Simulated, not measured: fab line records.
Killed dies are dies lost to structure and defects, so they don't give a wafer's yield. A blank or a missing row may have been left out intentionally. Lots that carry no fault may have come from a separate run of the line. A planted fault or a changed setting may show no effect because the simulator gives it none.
A struck lot beside a sound one :: flow gf180mcu :: 37 out of 602 route steps
Sound: the wafers L777.1, L777.4, L777.5. Struck: wafer L793.3. (L793.1, L793.6 of the same lot were not struck and are left out.) The cause comes at the end.
For every step that has rows: the tool of each side, followed by ch and its chambers, followed by its first start. Under that, the readings that differ: sound wafers :: struck wafers :: difference of the means :: sigmas: that difference in standard deviations of wafers without a fault.
alike: words and numbers the same on both sides, and readings whose means are apart by under 2 such deviations; not compared: readings that were withheld, readings missing a value for some wafer, numbers with overlapping values and no deviation given by the record, and bounds like >300 which may hide the same value.
A row with sigmas, a row that says differs or no value, or rows on one side alone: a step with any of these is where the two part. Numbers that have no deviation but don't overlap get no sigmas and don't part them. A reading missing from all wafers of one side parts the sides only when that side holds two or more wafers.

first, 2 steps without rows for these wafers: GF_M2_PEB_12 (peb time 90 s); GF_M2_DEVELOP_13 (develop time 60 s).
GF_M2_CD_MEAS_14 targets a cd of 280 nm.
  sound on cd-sem-02 at day 20 03:53; struck on cd-sem-02 at day 26 06:28
  alike: cd-nm
GF_M2_OVL_MEAS_15:
  sound on overlay-02 at day 20 04:01; struck on overlay-01 at day 26 06:35
  alike: M2_OVL
then, 1 step without rows for these wafers: GF_M2_METAL_ETCH_16 (etches the open film in Cl2/BCl3, stops on SiO2, target depth 750.8 nm, time 125.1 s).
GF_M2_STRIP_17: strips in O2/N2.
  sound on plasma-asher-02 ch 0, day 20 04:11; struck on plasma-asher-01 ch 0, day 26 06:46
reading: strip-time-to-endpoint-s (s)
sound: 7.40 7.35 7.39
struck: 7.46
difference: +0.08
sigmas: +2
  alike: drypump-motor-current-A, heater-power-w, oes-product-au
  not compared: rf-hours-counter-h
then, 3 steps without rows for these wafers: GF_M2_STRIP_18 (strips in post etch residue remover, time 1200 s); GF_M2_CLEAN_19 (cleans in DIW); GF_V2_CVD_00 (deposits SiO2, target thk 600 nm, time 100 s).
GF_V2_THK_MEAS_01:
  sound on film-metro-01 at day 20 04:47; struck on film-metro-02 at day 26 07:22
  alike: V2_CVD_00_THK
GF_V2_CVD_02: deposits SiO2 from TEOS, target thk 850 nm, time 94.851 s.
  sound on pecvd-02 ch 0,1,2, day 20 04:51; struck on pecvd-01 ch 2, day 26 07:25
  alike: heater-power-w
GF_V2_THK_MEAS_03:
  sound on film-metro-04 at day 20 04:55; struck on film-metro-01 at day 26 07:29
  alike: V2_CVD_02_THK
GF_V2_CMP_04: polishes SiO2.
  sound on cmp-02 ch 0,1, day 20 04:59; struck on cmp-01 ch 3, day 26 07:38
reading: time-to-endpoint-s (s)
sound: 77 81 76
struck: 94
difference: +16
sigmas: +3

reading: model.SiO2_of_V2_CVD_02.thk-nm (nm)
sound: 632.3 632.3 631.2
struck: 701.4
difference: +69.5
sigmas: 
  alike: motor-current-A
GF_V2_BOW_MEAS_05:
  sound on film-metro-04 at day 20 05:17; struck on film-metro-01 at day 26 07:56
  alike: V2_BOW
then, 8 steps without rows for these wafers: GF_V2_DEHYDRATE_06 (time 60 s); GF_V2_HMDS_07 (prime time 60 s); GF_V2_COAT_08; GF_V2_COAT_09 (resist thk 1000 nm); GF_V2_SOFTBAKE_10 (time 60 s); GF_V2_EXPOSE_11 (exposes mask Via2, target cd 260 nm); GF_V2_PEB_12 (peb time 90 s); GF_V2_DEVELOP_13 (develop time 60 s).
GF_V2_CD_MEAS_14 targets a cd of 260 nm.
  sound on cd-sem-01 at day 21 04:43; struck on cd-sem-01 at day 27 04:35
  alike: cd-nm
GF_V2_OVL_MEAS_15:
  sound on overlay-02 at day 21 04:50; struck on overlay-01 at day 27 04:43
  alike: V2_OVL
then, 1 step without rows for these wafers: GF_V2_ETCH_16 (etches BARC in N2/H2).
GF_V2_ETCH_17: etches SiO2 in C4F8/O2/Ar, stops on TiN, target depth 630 nm.
  sound on rie-diel-03 ch 0,1; struck on rie-diel-01 ch 3
reading: oes-product-au (a.u.)
sound: 0.864 0.856 0.851
struck: 0.907
difference: +0.050
sigmas: +11

reading: model.V2.feature-depth-nm (nm)
sound: 632.3 632.3 631.2
struck: 701.4
difference: +69.5
sigmas: 

reading: model.etch.depth-nm (nm)
sound: 632.3 632.3 631.2
struck: 701.4
difference: +69.5
sigmas: 
GF_V2_STRIP_18: strips in O2/N2.
  sound on plasma-asher-04 ch 0,1, day 21 05:00; struck on plasma-asher-03 ch 0, day 27 04:53
reading: drypump-motor-current-A (A)
sound: 5.0 5.0 4.8
struck: 6.6
difference: +1.7
sigmas: +3
  alike: heater-power-w, oes-product-au
  not compared: rf-hours-counter-h
then, 2 steps without rows for these wafers: GF_V2_STRIP_19 (strips in post etch residue remover, time 1200 s); GF_V2_CLEAN_20 (cleans in DIW).
GF_V2_SPUTTER_21: material Ti, target thk 15 nm, time 80.02 s.
  sound on pvd-sputter-03 at day 21 05:32; struck on pvd-sputter-04 at day 27 05:28
  alike: throttle-valve-pct
then, 1 step without rows for these wafers: GF_V2_SPUTTER_22 (material TiN, target thk 10 nm, time 40 s).
GF_V2_CVD_23: deposits W, target thk 350 nm, time 104.94 s.
  sound on cvd-w-01 ch 0,1, day 21 05:38; struck on cvd-w-01 ch 0, day 27 05:34
  alike: heater-power-w
GF_V2_RS_MEAS_24: uses a four-point probe to measure.
  sound on film-metro-02 at day 21 05:44; struck on film-metro-01 at day 27 05:40
  alike: V2_W_RS
GF_V2_THK_MEAS_25: measures by xrf.
  sound on film-metro-02 at day 21 05:52; struck on film-metro-01 at day 27 05:47
reading: V2_W_THK (nm)
sound: 365 368 368
struck: 351
difference: -16
sigmas: -3
GF_V2_CMP_26: polishes, stops on SiO2, t overpolish 15 s, target thk 0 nm.
  sound on cmp-02 ch 1,2,3, day 21 05:55; struck on cmp-02 ch 3, day 27 05:58
reading: model.SiO2_of_V2_CVD_02.thk-nm (nm)
sound: 628.5 628.5 627.4
struck: 697.7
difference: +69.6
sigmas: 
  alike: motor-current-A
then, 1 step without rows for these wafers: GF_M3_SPUTTER_00 (material Ti, target thk 37.5 nm, time 150 s).
GF_PASSIVATION_PROBE_99:
  the record holds rows for the sound wafers here (prober-02, day 29 18:09) but none for the struck ones

WHERE THEY PART
At GF_M2_STRIP_17 first; at GF_PASSIVATION_PROBE_99 last (within this record only).

WHY: the cause the simulator had injected
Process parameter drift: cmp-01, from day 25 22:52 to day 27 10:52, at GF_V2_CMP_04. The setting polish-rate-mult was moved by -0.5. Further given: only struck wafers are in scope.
